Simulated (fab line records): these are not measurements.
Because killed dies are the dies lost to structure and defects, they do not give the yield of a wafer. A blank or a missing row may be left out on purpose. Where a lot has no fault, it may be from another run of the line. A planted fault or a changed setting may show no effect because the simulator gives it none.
Comparing a struck lot with a sound one | flow sky130 | 14 out of 708 route steps
Sound: these wafers, L499.1, L499.4, L499.6. The struck wafers were L486.2, L486.5, L486.6. The cause is given at the end.
Per side, at each step with rows, come the tool, then ch with its chambers, and then its first start. Under that, the readings that differ: sound wafers | struck wafers | difference of the means | sigmas: that difference in standard deviations of wafers without a fault.
alike: readings whose means differ by less than 2 such deviations, and words and numbers that are the same on both sides. not compared: withheld readings, readings that some wafer has no value for, bounds like >300 that may hide the same value, and numbers for which the record gives no deviation and whose values overlap.
The two part at a step that has a row with sigmas, a row that says differs or no value, or rows on one side only. Numbers that don't overlap but have no deviation are shown without sigmas and don't part them. Lack of a reading on every wafer of one side parts them only where that side has two or more wafers.

SKY_METAL4_SPUTTER_04: material TiN, target thk 70 nm, time 58.3 s.
  sound on pvdSputter-03, day 45 02:50; struck on pvdSputter-03, day 41 15:48
  alike: throttleValvePct
SKY_CAP2M_CVD_00: deposits SiO2, target thk 15.5 nm.
  sound on pecvd-03 ch 2, day 45 02:53; struck on pecvd-02 ch 1,2, day 41 15:51
  alike: heaterPowerW
SKY_CAP2M_THK_MEAS_01:
  sound on filmMetro-02, day 45 02:55; struck on filmMetro-04, day 41 15:53
  alike: CAP2M_CVD_00_THK
SKY_CAP2M_SPUTTER_02: material TiN, target thk 200 nm, time 166.7 s.
  sound on pvdSputter-02, day 45 02:59; struck on pvdSputter-04, day 41 15:56
  alike: throttleValvePct
SKY_CAP2M_RS_MEAS_03: measurement is done with a four-point probe.
  sound on filmMetro-04, day 45 03:05; struck on filmMetro-02, day 41 16:04
  alike: CAP2M_TIN_RS
SKY_CAP2M_THK_MEAS_04: measures by xrf.
  sound on filmMetro-04, day 45 03:13; struck on filmMetro-02, day 41 16:10
  alike: CAP2M_TIN_THK
then, 6 steps without rows for these wafers: SKY_CAP2M_DEHYDRATE_05 (time 60 s); SKY_CAP2M_HMDS_06 (prime time 60 s); SKY_CAP2M_COAT_07 (resist thk 1140 nm); SKY_CAP2M_SOFTBAKE_08 (time 60 s); SKY_CAP2M_EXPOSE_09 (exposes mask CAP2M, target cd 1000 nm); SKY_CAP2M_PEB_10.
SKY_CAP2M_DEVELOP_11: develop time 60 s.
  sound on lithoTrack-02 ch 0, day 46 00:01; struck on lithoTrack-01, day 42 15:24
  no value came back on the struck wafers for chillPlateTempC (C), developTimeS (s); on the sound wafers chillPlateTempC (C) reads 23.15 22.99 23.10
SKY_CAP2M_OVL_MEAS_12:
  sound on overlay-02, day 46 00:10; struck on overlay-02, day 42 15:32
reading        | sound       | struck | difference                    | sigmas
CAP2M_OVL (nm) | 1.3 1.6 1.8 | - - -  | no value on the struck wafers | 

## WHERE THEY PART
Last at SKY_CAP2M_OVL_MEAS_12 as far as this record goes, first at SKY_CAP2M_DEVELOP_11.

WHY: what had been put in by the simulator
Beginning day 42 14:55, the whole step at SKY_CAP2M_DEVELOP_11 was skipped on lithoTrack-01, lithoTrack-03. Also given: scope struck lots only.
